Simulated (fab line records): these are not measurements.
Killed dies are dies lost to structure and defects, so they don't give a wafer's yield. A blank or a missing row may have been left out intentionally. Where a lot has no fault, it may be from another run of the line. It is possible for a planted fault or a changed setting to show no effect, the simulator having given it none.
Which tool did it? :: flow sky130 :: 15 lots, 45 wafers sampled, at 6 steps of a route of 708

== WHAT THE GAUGES SHOWED, per wafer ==
SKY_PWDE_TW_MEAS_10.
lot: L219
measured: day 3 20:34
on: film-metro-01
PWDE_TW: 368 367 367

lot: L220
measured: day 4 04:25
on: film-metro-04
PWDE_TW: 374 376 374

lot: L221
measured: day 4 06:14
on: film-metro-03
PWDE_TW: 372 370 373

lot: L222
measured: day 4 14:20
on: film-metro-04
PWDE_TW: 373 375 376

lot: L223
measured: day 4 20:57
on: film-metro-01
PWDE_TW: 366 363 365

lot: L224
measured: day 5 01:32
on: film-metro-04
PWDE_TW: 375 376 376

lot: L225
measured: day 5 03:50
on: film-metro-01
PWDE_TW: 366 364 364

lot: L227
measured: day 5 15:42
on: film-metro-03
PWDE_TW: 30 30 30

lot: L228
measured: day 5 20:38
on: film-metro-01
PWDE_TW: 29 29 29

lot: L229
measured: day 6 03:16
on: film-metro-01
PWDE_TW: 30 29 30

lot: L237
measured: day 8 00:47
on: film-metro-01
PWDE_TW: 368 365 367

lot: L238
measured: day 8 09:58
on: film-metro-03
PWDE_TW: 372 374 373

lot: L239
measured: day 8 15:13
on: film-metro-03
PWDE_TW: 373 373 372

lot: L240
measured: day 8 19:37
on: film-metro-03
PWDE_TW: 373 371 371

lot: L241
measured: day 9 01:23
on: film-metro-03
PWDE_TW: 373 370 373

SKY_VT_ADJUST_HVTP_OVL_MEAS_08.
lot: L219
measured: day 6 01:52
on: overlay-01
VT_ADJUST_HVTP_OVL (nm): 5.3 3.2 3.2

lot: L220
measured: day 6 09:43
on: overlay-02
VT_ADJUST_HVTP_OVL (nm): 2.0 0.0 1.3

lot: L221
measured: day 6 13:10
on: overlay-01
VT_ADJUST_HVTP_OVL (nm): 3.1 3.3 4.9

lot: L222
measured: day 6 21:18
on: overlay-01
VT_ADJUST_HVTP_OVL (nm): 1.0 2.8 3.0

lot: L223
measured: day 7 05:13
on: overlay-01
VT_ADJUST_HVTP_OVL (nm): 2.7 0.5 1.9

lot: L224
measured: day 7 11:15
on: overlay-02
VT_ADJUST_HVTP_OVL (nm): 1.4 2.2 0.8

lot: L225
measured: day 7 14:37
on: overlay-02
VT_ADJUST_HVTP_OVL (nm): 0.9 1.1 0.7

lot: L227
measured: day 8 02:07
on: overlay-02
VT_ADJUST_HVTP_OVL (nm): 0.5 -1.3 -0.2

lot: L228
measured: day 8 08:34
on: overlay-01
VT_ADJUST_HVTP_OVL (nm): 2.7 1.1 -1.4

lot: L229
measured: day 8 15:54
on: overlay-02
VT_ADJUST_HVTP_OVL (nm): -1.4 0.6 -1.7

lot: L237
measured: day 10 17:58
on: overlay-02
VT_ADJUST_HVTP_OVL (nm): 4.3 5.4 2.1

lot: L238
measured: day 11 04:55
on: overlay-01
VT_ADJUST_HVTP_OVL (nm): 0.6 2.7 1.7

lot: L239
measured: day 11 09:40
on: overlay-02
VT_ADJUST_HVTP_OVL (nm): 0.9 -0.3 1.3

lot: L240
measured: day 11 14:36
on: overlay-02
VT_ADJUST_HVTP_OVL (nm): 1.4 -1.7 1.2

lot: L241
measured: day 11 22:31
on: overlay-01
VT_ADJUST_HVTP_OVL (nm): 2.0 3.6 2.2

== TOOL THAT RAN EACH LOT (tool first, then ch and the chambers of the sampled wafers, then the start) ==
lot: L219
SKY_FIELD_ISO_ETCH_14: rie-diel-01 ch 0,1,2, day 2 05:30
SKY_DNWELL_STRIP_08: plasma-asher-02 ch 0,1, day 3 03:26
SKY_PWDE_STRIP_09: plasma-asher-03 ch 0,1, day 3 20:28
SKY_NWELL_STRIP_14: plasma-asher-04 ch 0,1, day 4 13:50

lot: L220
SKY_FIELD_ISO_ETCH_14: rie-diel-04 ch 0,1,2, day 2 10:54
SKY_DNWELL_STRIP_08: plasma-asher-02 ch 0,1, day 3 11:02
SKY_PWDE_STRIP_09: plasma-asher-03 ch 0,1, day 4 04:19
SKY_NWELL_STRIP_14: plasma-asher-03 ch 0,1, day 4 21:47

lot: L221
SKY_FIELD_ISO_ETCH_14: rie-diel-02 ch 0,2,3, day 2 14:51
SKY_DNWELL_STRIP_08: plasma-asher-02 ch 0,1, day 3 13:35
SKY_PWDE_STRIP_09: plasma-asher-02 ch 0,1, day 4 06:08
SKY_NWELL_STRIP_14: plasma-asher-03 ch 0,1, day 4 23:58

lot: L222
SKY_FIELD_ISO_ETCH_14: rie-diel-04 ch 1,2,3, day 2 20:51
SKY_DNWELL_STRIP_08: plasma-asher-04 ch 0,1, day 3 20:47
SKY_PWDE_STRIP_09: plasma-asher-04 ch 0,1, day 4 14:14
SKY_NWELL_STRIP_14: plasma-asher-04 ch 0,1, day 5 08:23

lot: L223
SKY_FIELD_ISO_ETCH_14: rie-diel-04 ch 2,3, day 3 02:09
SKY_DNWELL_STRIP_08: plasma-asher-02 ch 0,1, day 4 02:54
SKY_PWDE_STRIP_09: plasma-asher-02 ch 0,1, day 4 20:50
SKY_NWELL_STRIP_14: plasma-asher-03 ch 0,1, day 5 15:11

lot: L224
SKY_FIELD_ISO_ETCH_14: rie-diel-02 ch 1,2, day 3 06:51
SKY_DNWELL_STRIP_08: plasma-asher-01 ch 0,1, day 4 07:35
SKY_PWDE_STRIP_09: plasma-asher-03 ch 0,1, day 5 01:26
SKY_NWELL_STRIP_14: plasma-asher-03 ch 0,1, day 5 19:50

lot: L225
SKY_FIELD_ISO_ETCH_14: rie-diel-02 ch 0,2,3, day 3 11:39
SKY_DNWELL_STRIP_08: plasma-asher-02 ch 1, day 4 10:14
SKY_PWDE_STRIP_09: plasma-asher-02 ch 0,1, day 5 03:44
SKY_NWELL_STRIP_14: plasma-asher-04 ch 0,1, day 5 22:14

lot: L227
SKY_FIELD_ISO_ETCH_14: rie-diel-04 ch 1,2,3, day 3 22:46
SKY_DNWELL_STRIP_08: plasma-asher-02 ch 0,1, day 4 22:07
SKY_PWDE_STRIP_09: plasma-asher-04 ch 0,1, day 5 15:37
SKY_NWELL_STRIP_14: plasma-asher-03 ch 0,1, day 6 09:37

lot: L228
SKY_FIELD_ISO_ETCH_14: rie-diel-04 ch 0,1,3, day 4 03:45
SKY_DNWELL_STRIP_08: plasma-asher-04 ch 0,1, day 5 02:47
SKY_PWDE_STRIP_09: plasma-asher-03 ch 0,1, day 5 20:33
SKY_NWELL_STRIP_14: plasma-asher-01 ch 0,1, day 6 15:40

lot: L229
SKY_FIELD_ISO_ETCH_14: rie-diel-01 ch 0,3, day 4 08:33
SKY_DNWELL_STRIP_08: plasma-asher-02 ch 0,1, day 5 08:47
SKY_PWDE_STRIP_09: plasma-asher-03 ch 0,1, day 6 03:10
SKY_NWELL_STRIP_14: plasma-asher-04 ch 0,1, day 6 21:59

lot: L237
SKY_FIELD_ISO_ETCH_14: rie-diel-01 ch 0,1,2, day 6 02:24
SKY_DNWELL_STRIP_08: plasma-asher-04 ch 0,1, day 7 03:34
SKY_PWDE_STRIP_09: plasma-asher-02 ch 0,1, day 8 00:42
SKY_NWELL_STRIP_14: plasma-asher-01 ch 0,1, day 8 21:48

lot: L238
SKY_FIELD_ISO_ETCH_14: rie-diel-02 ch 0,1,2, day 6 08:24
SKY_DNWELL_STRIP_08: plasma-asher-02 ch 0,1, day 7 13:23
SKY_PWDE_STRIP_09: plasma-asher-03 ch 0,1, day 8 09:52
SKY_NWELL_STRIP_14: plasma-asher-01 ch 0,1, day 9 07:26

lot: L239
SKY_FIELD_ISO_ETCH_14: rie-diel-02 ch 1,3, day 6 12:39
SKY_DNWELL_STRIP_08: plasma-asher-02 ch 0,1, day 7 18:38
SKY_PWDE_STRIP_09: plasma-asher-03 ch 0,1, day 8 15:07
SKY_NWELL_STRIP_14: plasma-asher-04 ch 1, day 9 11:41

lot: L240
SKY_FIELD_ISO_ETCH_14: rie-diel-02 ch 0,2,3, day 6 20:40
SKY_DNWELL_STRIP_08: plasma-asher-04 ch 0,1, day 7 23:14
SKY_PWDE_STRIP_09: plasma-asher-04 ch 0,1, day 8 19:31
SKY_NWELL_STRIP_14: plasma-asher-04 ch 0,1, day 9 16:29

lot: L241
SKY_FIELD_ISO_ETCH_14: rie-diel-04 ch 0,2, day 7 02:33
SKY_DNWELL_STRIP_08: plasma-asher-01 ch 0,1, day 8 05:08
SKY_PWDE_STRIP_09: plasma-asher-04 ch 0,1, day 9 01:17
SKY_NWELL_STRIP_14: plasma-asher-03 ch 0,1, day 9 22:50
- SKY_FIELD_ISO_ETCH_14: etches BARC in N2/H2, stops on SiO2, time 45.9 s, target depth 60 nm.
- SKY_DNWELL_STRIP_08: strips in O2/N2.
- SKY_PWDE_STRIP_09: strips in O2/N2.
- SKY_NWELL_STRIP_14: strips in O2/N2.

== AS READ BY THE TOOLS THEMSELVES (means over the sampled wafers that have a number; for cases with no such wafer, the mark the record gives instead) ==
SKY_FIELD_ISO_ETCH_14.
lot: L219
tool: rie-diel-01
drypump-motor-current-A (A): 6.1
h2-flow-sccm (sccm): 199.9
oes-product-au (a.u.): 0.851
throttle-valve-pct (%): 13.223

lot: L220
tool: rie-diel-04
drypump-motor-current-A (A): 6.0
h2-flow-sccm (sccm): 200.1
oes-product-au (a.u.): 0.851
throttle-valve-pct (%): 13.236

lot: L221
tool: rie-diel-02
drypump-motor-current-A (A): 5.4
h2-flow-sccm (sccm): 200.1
oes-product-au (a.u.): 0.854
throttle-valve-pct (%): 13.223

lot: L222
tool: rie-diel-04
drypump-motor-current-A (A): 6.1
h2-flow-sccm (sccm): 200.3
oes-product-au (a.u.): 0.851
throttle-valve-pct (%): 13.231

lot: L223
tool: rie-diel-04
drypump-motor-current-A (A): 6.6
h2-flow-sccm (sccm): 200.7
oes-product-au (a.u.): 0.854
throttle-valve-pct (%): 13.232

lot: L224
tool: rie-diel-02
drypump-motor-current-A (A): 5.2
h2-flow-sccm (sccm): 199.9
oes-product-au (a.u.): 0.858
throttle-valve-pct (%): 13.229

lot: L225
tool: rie-diel-02
drypump-motor-current-A (A): 5.4
h2-flow-sccm (sccm): 200.0
oes-product-au (a.u.): 0.855
throttle-valve-pct (%): 13.229

lot: L227
tool: rie-diel-04
drypump-motor-current-A (A): 6.1
h2-flow-sccm (sccm): 200.1
oes-product-au (a.u.): 0.857
throttle-valve-pct (%): 13.229

lot: L228
tool: rie-diel-04
drypump-motor-current-A (A): 5.8
h2-flow-sccm (sccm): 199.5
oes-product-au (a.u.): 0.853
throttle-valve-pct (%): 13.236

lot: L229
tool: rie-diel-01
drypump-motor-current-A (A): 6.0
h2-flow-sccm (sccm): 200.2
oes-product-au (a.u.): 0.852
throttle-valve-pct (%): 13.218

lot: L237
tool: rie-diel-01
drypump-motor-current-A (A): 6.1
h2-flow-sccm (sccm): 199.5
oes-product-au (a.u.): 0.855
throttle-valve-pct (%): 13.216

lot: L238
tool: rie-diel-02
drypump-motor-current-A (A): 5.3
h2-flow-sccm (sccm): 200.4
oes-product-au (a.u.): 0.850
throttle-valve-pct (%): 13.226

lot: L239
tool: rie-diel-02
drypump-motor-current-A (A): 5.0
h2-flow-sccm (sccm): 199.4
oes-product-au (a.u.): 0.850
throttle-valve-pct (%): 13.221

lot: L240
tool: rie-diel-02
drypump-motor-current-A (A): 5.4
h2-flow-sccm (sccm): 200.1
oes-product-au (a.u.): 0.858
throttle-valve-pct (%): 13.231

lot: L241
tool: rie-diel-04
drypump-motor-current-A (A): 6.2
h2-flow-sccm (sccm): 199.7
oes-product-au (a.u.): 0.856
throttle-valve-pct (%): 13.222

SKY_DNWELL_STRIP_08.
lot: L219
tool: plasma-asher-02
chamber-pressure-mTorr (mTorr): 1500.2
drypump-motor-current-A (A): 5.4
oes-product-au (a.u.): 0.722
strip-time-to-endpoint-s (s): 36.90

lot: L220
tool: plasma-asher-02
chamber-pressure-mTorr (mTorr): 1500.5
drypump-motor-current-A (A): 5.8
oes-product-au (a.u.): 0.720
strip-time-to-endpoint-s (s): 36.72

lot: L221
tool: plasma-asher-02
chamber-pressure-mTorr (mTorr): 1500.6
drypump-motor-current-A (A): 5.4
oes-product-au (a.u.): 0.720
strip-time-to-endpoint-s (s): 37.03

lot: L222
tool: plasma-asher-04
chamber-pressure-mTorr (mTorr): 1499.7
drypump-motor-current-A (A): 6.2
oes-product-au (a.u.): 0.720
strip-time-to-endpoint-s (s): 36.97

lot: L223
tool: plasma-asher-02
chamber-pressure-mTorr (mTorr): 1498.6
drypump-motor-current-A (A): 5.8
oes-product-au (a.u.): 0.720
strip-time-to-endpoint-s (s): 36.85

lot: L224
tool: plasma-asher-01
chamber-pressure-mTorr (mTorr): 1500.2
drypump-motor-current-A (A): 5.6
oes-product-au (a.u.): 0.719
strip-time-to-endpoint-s (s): 36.92

lot: L225
tool: plasma-asher-02
chamber-pressure-mTorr (mTorr): 1499.3
drypump-motor-current-A (A): 6.2
oes-product-au (a.u.): 0.721
strip-time-to-endpoint-s (s): 37.02

lot: L227
tool: plasma-asher-02
chamber-pressure-mTorr (mTorr): -
drypump-motor-current-A (A): -
oes-product-au (a.u.): -
strip-time-to-endpoint-s (s): -

lot: L228
tool: plasma-asher-04
chamber-pressure-mTorr (mTorr): -
drypump-motor-current-A (A): -
oes-product-au (a.u.): -
strip-time-to-endpoint-s (s): -

lot: L229
tool: plasma-asher-02
chamber-pressure-mTorr (mTorr): -
drypump-motor-current-A (A): -
oes-product-au (a.u.): -
strip-time-to-endpoint-s (s): -

lot: L237
tool: plasma-asher-04
chamber-pressure-mTorr (mTorr): 1499.9
drypump-motor-current-A (A): 6.2
oes-product-au (a.u.): 0.720
strip-time-to-endpoint-s (s): 37.00

lot: L238
tool: plasma-asher-02
chamber-pressure-mTorr (mTorr): 1500.0
drypump-motor-current-A (A): 5.4
oes-product-au (a.u.): 0.721
strip-time-to-endpoint-s (s): 36.99

lot: L239
tool: plasma-asher-02
chamber-pressure-mTorr (mTorr): 1500.4
drypump-motor-current-A (A): 5.8
oes-product-au (a.u.): 0.727
strip-time-to-endpoint-s (s): 36.97

lot: L240
tool: plasma-asher-04
chamber-pressure-mTorr (mTorr): 1500.0
drypump-motor-current-A (A): 6.3
oes-product-au (a.u.): 0.719
strip-time-to-endpoint-s (s): 36.78

lot: L241
tool: plasma-asher-01
chamber-pressure-mTorr (mTorr): 1500.7
drypump-motor-current-A (A): 5.7
oes-product-au (a.u.): 0.725
strip-time-to-endpoint-s (s): 36.90

SKY_PWDE_STRIP_09.
lot: L219
tool: plasma-asher-03
chamber-pressure-mTorr (mTorr): 1498.5
drypump-motor-current-A (A): 6.1
oes-product-au (a.u.): 0.721
strip-time-to-endpoint-s (s): 36.92

lot: L220
tool: plasma-asher-03
chamber-pressure-mTorr (mTorr): 1498.7
drypump-motor-current-A (A): 6.1
oes-product-au (a.u.): 0.719
strip-time-to-endpoint-s (s): 36.88

lot: L221
tool: plasma-asher-02
chamber-pressure-mTorr (mTorr): 1499.9
drypump-motor-current-A (A): 5.8
oes-product-au (a.u.): 0.725
strip-time-to-endpoint-s (s): 37.14

lot: L222
tool: plasma-asher-04
chamber-pressure-mTorr (mTorr): 1500.8
drypump-motor-current-A (A): 6.2
oes-product-au (a.u.): 0.725
strip-time-to-endpoint-s (s): 37.13

lot: L223
tool: plasma-asher-02
chamber-pressure-mTorr (mTorr): 1500.8
drypump-motor-current-A (A): 5.8
oes-product-au (a.u.): 0.722
strip-time-to-endpoint-s (s): 37.02

lot: L224
tool: plasma-asher-03
chamber-pressure-mTorr (mTorr): 1499.9
drypump-motor-current-A (A): 6.1
oes-product-au (a.u.): 0.720
strip-time-to-endpoint-s (s): 36.93

lot: L225
tool: plasma-asher-02
chamber-pressure-mTorr (mTorr): 1501.1
drypump-motor-current-A (A): 5.4
oes-product-au (a.u.): 0.725
strip-time-to-endpoint-s (s): 36.93

lot: L227
tool: plasma-asher-04
chamber-pressure-mTorr (mTorr): 1499.3
drypump-motor-current-A (A): 6.2
oes-product-au (a.u.): 0.736
strip-time-to-endpoint-s (s): 81.26

lot: L228
tool: plasma-asher-03
chamber-pressure-mTorr (mTorr): 1500.8
drypump-motor-current-A (A): 6.3
oes-product-au (a.u.): 0.743
strip-time-to-endpoint-s (s): 81.37

lot: L229
tool: plasma-asher-03
chamber-pressure-mTorr (mTorr): 1501.0
drypump-motor-current-A (A): 6.1
oes-product-au (a.u.): 0.748
strip-time-to-endpoint-s (s): 81.14

lot: L237
tool: plasma-asher-02
chamber-pressure-mTorr (mTorr): 1499.2
drypump-motor-current-A (A): 5.8
oes-product-au (a.u.): 0.728
strip-time-to-endpoint-s (s): 36.96

lot: L238
tool: plasma-asher-03
chamber-pressure-mTorr (mTorr): 1500.0
drypump-motor-current-A (A): 6.3
oes-product-au (a.u.): 0.724
strip-time-to-endpoint-s (s): 37.01

lot: L239
tool: plasma-asher-03
chamber-pressure-mTorr (mTorr): 1499.4
drypump-motor-current-A (A): 6.3
oes-product-au (a.u.): 0.721
strip-time-to-endpoint-s (s): 37.06

lot: L240
tool: plasma-asher-04
chamber-pressure-mTorr (mTorr): 1500.1
drypump-motor-current-A (A): 6.2
oes-product-au (a.u.): 0.724
strip-time-to-endpoint-s (s): 36.89

lot: L241
tool: plasma-asher-04
chamber-pressure-mTorr (mTorr): 1499.4
drypump-motor-current-A (A): 6.2
oes-product-au (a.u.): 0.719
strip-time-to-endpoint-s (s): 36.91

SKY_NWELL_STRIP_14.
lot: L219
tool: plasma-asher-04
chamber-pressure-mTorr (mTorr): 1501.6
drypump-motor-current-A (A): 6.2
oes-product-au (a.u.): 0.723
strip-time-to-endpoint-s (s): 36.90

lot: L220
tool: plasma-asher-03
chamber-pressure-mTorr (mTorr): 1498.8
drypump-motor-current-A (A): 6.1
oes-product-au (a.u.): 0.721
strip-time-to-endpoint-s (s): 37.00

lot: L221
tool: plasma-asher-03
chamber-pressure-mTorr (mTorr): 1499.9
drypump-motor-current-A (A): 6.3
oes-product-au (a.u.): 0.721
strip-time-to-endpoint-s (s): 37.11

lot: L222
tool: plasma-asher-04
chamber-pressure-mTorr (mTorr): 1500.0
drypump-motor-current-A (A): 6.2
oes-product-au (a.u.): 0.720
strip-time-to-endpoint-s (s): 36.93

lot: L223
tool: plasma-asher-03
chamber-pressure-mTorr (mTorr): 1500.0
drypump-motor-current-A (A): 6.2
oes-product-au (a.u.): 0.725
strip-time-to-endpoint-s (s): 37.07

lot: L224
tool: plasma-asher-03
chamber-pressure-mTorr (mTorr): 1499.0
drypump-motor-current-A (A): 6.1
oes-product-au (a.u.): 0.721
strip-time-to-endpoint-s (s): 36.94

lot: L225
tool: plasma-asher-04
chamber-pressure-mTorr (mTorr): 1499.8
drypump-motor-current-A (A): 6.2
oes-product-au (a.u.): 0.721
strip-time-to-endpoint-s (s): 37.03

lot: L227
tool: plasma-asher-03
chamber-pressure-mTorr (mTorr): 1500.0
drypump-motor-current-A (A): 6.1
oes-product-au (a.u.): 0.721
strip-time-to-endpoint-s (s): 36.93

lot: L228
tool: plasma-asher-01
chamber-pressure-mTorr (mTorr): 1500.7
drypump-motor-current-A (A): 5.6
oes-product-au (a.u.): 0.726
strip-time-to-endpoint-s (s): 37.02

lot: L229
tool: plasma-asher-04
chamber-pressure-mTorr (mTorr): 1500.1
drypump-motor-current-A (A): 6.2
oes-product-au (a.u.): 0.721
strip-time-to-endpoint-s (s): 36.89

lot: L237
tool: plasma-asher-01
chamber-pressure-mTorr (mTorr): 1500.0
drypump-motor-current-A (A): 5.7
oes-product-au (a.u.): 0.723
strip-time-to-endpoint-s (s): 36.91

lot: L238
tool: plasma-asher-01
chamber-pressure-mTorr (mTorr): 1500.2
drypump-motor-current-A (A): 5.7
oes-product-au (a.u.): 0.722
strip-time-to-endpoint-s (s): 36.93

lot: L239
tool: plasma-asher-04
chamber-pressure-mTorr (mTorr): 1500.9
drypump-motor-current-A (A): 6.2
oes-product-au (a.u.): 0.726
strip-time-to-endpoint-s (s): 36.86

lot: L240
tool: plasma-asher-04
chamber-pressure-mTorr (mTorr): 1499.8
drypump-motor-current-A (A): 6.2
oes-product-au (a.u.): 0.723
strip-time-to-endpoint-s (s): 37.02

lot: L241
tool: plasma-asher-03
chamber-pressure-mTorr (mTorr): 1501.6
drypump-motor-current-A (A): 6.1
oes-product-au (a.u.): 0.721
strip-time-to-endpoint-s (s): 37.01

== THE ANSWER, worked out from the rows above alone ==
Rule: the usual values come from the lots themselves. Put in order of their means at a reading, lots are off if they are a third of the lots or fewer, leave a main group of 4 or more, and stand apart from it by a gap of 3 or more times the standard deviation of the main group's means; of several such gaps the widest counts. A main group is skipped when, at the precision printed for the reading in the tables above, its means are all equal. A lot without any number at a reading at which 4 lots or more have one is off too. The other lots that the step has rows for count as sound. The gauges are gone through in route order, then the tools' own readings, and for those a lot's mean is taken as printed above. The first step at which some lot is off is used, and at that step the reading that is off furthest; a lot without a number counts as furthest.
Off: at SKY_PWDE_TW_MEAS_10 (PWDE_TW), L227, L228, L229. The main group: mean 371, standard deviation 3.8.
If a tool, at a process step before that reading, ran all the lots that are off and no sound lot after the first of them, it fits. The gauges at SKY_PWDE_TW_MEAS_10 aren't tried: what is off there is off at SKY_DNWELL_STRIP_08 too, on other tools, and a gauge's error can't cause that. No candidate that was tried fits.

== WHAT HAD BEEN PUT IN BY THE SIMULATOR ==
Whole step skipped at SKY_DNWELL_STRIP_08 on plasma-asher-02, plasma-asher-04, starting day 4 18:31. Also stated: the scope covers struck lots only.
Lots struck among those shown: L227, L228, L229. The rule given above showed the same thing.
